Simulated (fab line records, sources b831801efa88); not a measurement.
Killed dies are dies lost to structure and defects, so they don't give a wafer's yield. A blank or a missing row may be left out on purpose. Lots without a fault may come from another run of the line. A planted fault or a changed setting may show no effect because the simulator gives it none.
Which tool did it? | flow sky130 | 13 lots, 39 wafers sampled, at 4 steps of a route of 708

WHAT THE GAUGES READ, wafer by wafer
SKY_FIELD_ISO_THK_MEAS_23. Usual: FIELD_ISO_OXIDATION_01_THK 9.94 nm, standard deviation 0.19.
lot  | measured    | on            | FIELD_ISO_OXIDATION_01_THK (nm) | flag
L247 | day 2 13:28 | film_metro-04 | 9.97 9.90 9.88                  |
L248 | day 2 21:46 | film_metro-04 | 9.94 9.96 9.85                  |
L249 | day 3 01:58 | film_metro-03 | 10.12 10.24 10.42               |
L250 | day 3 06:00 | film_metro-04 | 10.03 9.93 9.81                 |
L252 | day 3 16:57 | film_metro-02 | 10.02 9.87 9.97                 |
L258 | day 4 21:47 | film_metro-04 | 9.71 9.71 9.82                  |
L259 | day 5 03:59 | film_metro-02 | 10.35 10.03 10.30               |
L260 | day 5 08:13 | film_metro-04 | 9.84 9.81 10.05                 |
L261 | day 5 16:47 | film_metro-04 | 9.71 9.77 9.80                  |
L262 | day 6 00:31 | film_metro-04 | 9.98 9.68 9.84                  |
L265 | day 6 10:46 | film_metro-04 | 9.45 9.46 9.38                  |
L267 | day 6 18:31 | film_metro-04 | 9.93 9.98 10.02                 |
L266 | day 6 19:46 | film_metro-04 | 10.19 10.00 10.03               |

SKY_LDD_P_TW_MEAS_11. Usual: LDD_P_TW 634, standard deviation 5.3.
lot  | measured     | on            | LDD_P_TW    | flag
L247 | day 19 14:46 | film_metro-03 | 634 638 634 |
L248 | day 20 05:44 | film_metro-01 | 637 635 635 |
L249 | day 20 11:16 | film_metro-01 | 637 644 641 |
L250 | day 20 18:10 | film_metro-03 | 631 634 637 |
L252 | day 21 09:20 | film_metro-02 | 627 624 629 |
L258 | day 23 16:05 | film_metro-01 | 640 646 641 |
L259 | day 23 23:28 | film_metro-03 | 637 634 636 |
L260 | day 24 13:02 | film_metro-03 | 635 633 636 |
L261 | day 25 05:43 | film_metro-03 | 635 634 638 |
L262 | day 25 12:23 | film_metro-02 | 633 628 630 |
L265 | day 26 04:55 | film_metro-03 | 633 635 636 |
L267 | day 26 07:26 | film_metro-02 | 629 631 629 |
L266 | day 26 11:42 | film_metro-02 | 630 628 627 |

WHICH TOOL RAN EACH LOT (tool, then ch and the chambers of the sampled wafers, then the start)
lot  | SKY_VT_ADJUST_HVTP_IMPLANT_09   | SKY_POLY_GATE_ETCH_16
L247 | implanter-02 ch 0, day 6 08:40  | rie_diel-04 ch 0,1, day 16 23:22
L248 | implanter-04 ch 0, day 6 22:11  | rie_diel-04 ch 0,1, day 17 12:20
L249 | implanter-02 ch 0, day 7 01:11  | rie_diel-01 ch 1,2, day 17 17:33
L250 | implanter-01 ch 0, day 7 04:41  | rie_diel-04 ch 2,3, day 18 01:10
L252 | implanter-02 ch 0, day 7 17:47  | rie_diel-04 ch 0,1,3, day 18 16:37
L258 | implanter-02 ch 0, day 9 04:02  | rie_diel-01 ch 1,3, day 20 22:36
L259 | implanter-02 ch 0, day 9 14:08  | rie_diel-01 ch 0,1, day 21 07:21
L260 | implanter-04 ch 0, day 9 22:05  | rie_diel-01 ch 0,1,3, day 21 20:40
L261 | implanter-04 ch 0, day 10 13:35 | rie_diel-02 ch 0,1,2, day 22 12:27
L262 | implanter-04 ch 0, day 10 17:28 | rie_diel-04 ch 2,3, day 22 20:13
L265 | implanter-04 ch 0, day 11 04:02 | rie_diel-02 ch 0,1, day 23 11:37
L267 | implanter-01 ch 0, day 11 09:49 | rie_diel-01 ch 1,2, day 23 14:30
L266 | implanter-01 ch 0, day 11 11:50 | rie_diel-01 ch 0,1,2, day 23 19:13
- SKY_VT_ADJUST_HVTP_IMPLANT_09
- SKY_POLY_GATE_ETCH_16: etches Si3N4 in CH3F/O2, stops on poly-Si, time 147.5 s, target depth 75 nm.

WHAT THE TOOLS THEMSELVES READ (means of the sampled wafers that have a number; where no wafer has one, the mark that the record gives instead)
SKY_VT_ADJUST_HVTP_IMPLANT_09. Usual: beam_energy_keV 150.01, standard deviation 0.044.
lot  | tool         | beam_energy_keV | flag
L247 | implanter-02 | 149.99          |
L248 | implanter-04 | 149.98          |
L249 | implanter-02 | 150.02          |
L250 | implanter-01 | 149.97          |
L252 | implanter-02 | 149.98          |
L258 | implanter-02 | 159.89          | OFF
L259 | implanter-02 | 159.90          | OFF
L260 | implanter-04 | 150.04          |
L261 | implanter-04 | 150.04          |
L262 | implanter-04 | 150.00          |
L265 | implanter-04 | 150.03          |
L267 | implanter-01 | 150.05          |
L266 | implanter-01 | 150.01          |

SKY_POLY_GATE_ETCH_16. Usual: drypump_motor_current_A 5.7 A, standard deviation 0.47; oes_product_au 0.639 a.u., standard deviation 0.0058; throttle_valve_pct 10.535 %, standard deviation 0.0082.
lot  | tool        | drypump_motor_current_A (A) | oes_product_au (a.u.) | throttle_valve_pct (%) | flag
L247 | rie_diel-04 | 5.4                         | 0.643                 | 10.534                 |
L248 | rie_diel-04 | 5.2                         | 0.641                 | 10.533                 |
L249 | rie_diel-01 | 5.7                         | 0.641                 | 10.528                 |
L250 | rie_diel-04 | 5.9                         | 0.642                 | 10.532                 |
L252 | rie_diel-04 | 5.4                         | 0.641                 | 10.538                 |
L258 | rie_diel-01 | 5.7                         | 0.637                 | 10.533                 |
L259 | rie_diel-01 | 5.7                         | 0.637                 | 10.538                 |
L260 | rie_diel-01 | 5.8                         | 0.635                 | 10.538                 |
L261 | rie_diel-02 | 5.9                         | 0.643                 | 10.538                 |
L262 | rie_diel-04 | 5.9                         | 0.640                 | 10.534                 |
L265 | rie_diel-02 | 6.2                         | 0.641                 | 10.537                 |
L267 | rie_diel-01 | 5.8                         | 0.647                 | 10.541                 |
L266 | rie_diel-01 | 5.9                         | 0.643                 | 10.541                 |

THE ANSWER, worked out from the rows above alone
Rule: a lot is off if the mean of its wafers that have a number lies more than 3 standard deviations from the usual mean. A lot without any number at a reading at which 4 lots or more have one is off too. The other lots that the step has rows for count as sound. The gauges are gone through in route order, then the tools' own readings, and for those a lot's mean is taken as printed above. The first step at which some lot is off is used, and at that step the reading that is off furthest; a lot without a number counts as furthest.
Off: L258, L259, at SKY_VT_ADJUST_HVTP_IMPLANT_09 (beam_energy_keV).
A tool fits if, at that step or a process step before it, it ran every lot that is off, and no sound lot after the first of them. One fits: implanter-02 at SKY_VT_ADJUST_HVTP_IMPLANT_09. Its last sound lot is L252 (day 7 17:47), its first lot that is off L258 (day 9 04:02): a fault that began between those two fits.
The tool's own readings at SKY_VT_ADJUST_HVTP_IMPLANT_09 bear it out: on the lots that are off they differ by more than 5 times the standard deviation of the sound lots' means. beam_energy_keV reads 159.89 there against 150.01 on the sound lots.

WHAT THE SIMULATOR HAD PUT IN
Process parameter drift: implanter-02, from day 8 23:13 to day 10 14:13, at SKY_VT_ADJUST_HVTP_IMPLANT_09. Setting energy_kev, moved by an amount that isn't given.
Lots struck among those shown: L258, L259. The rule above found the same.
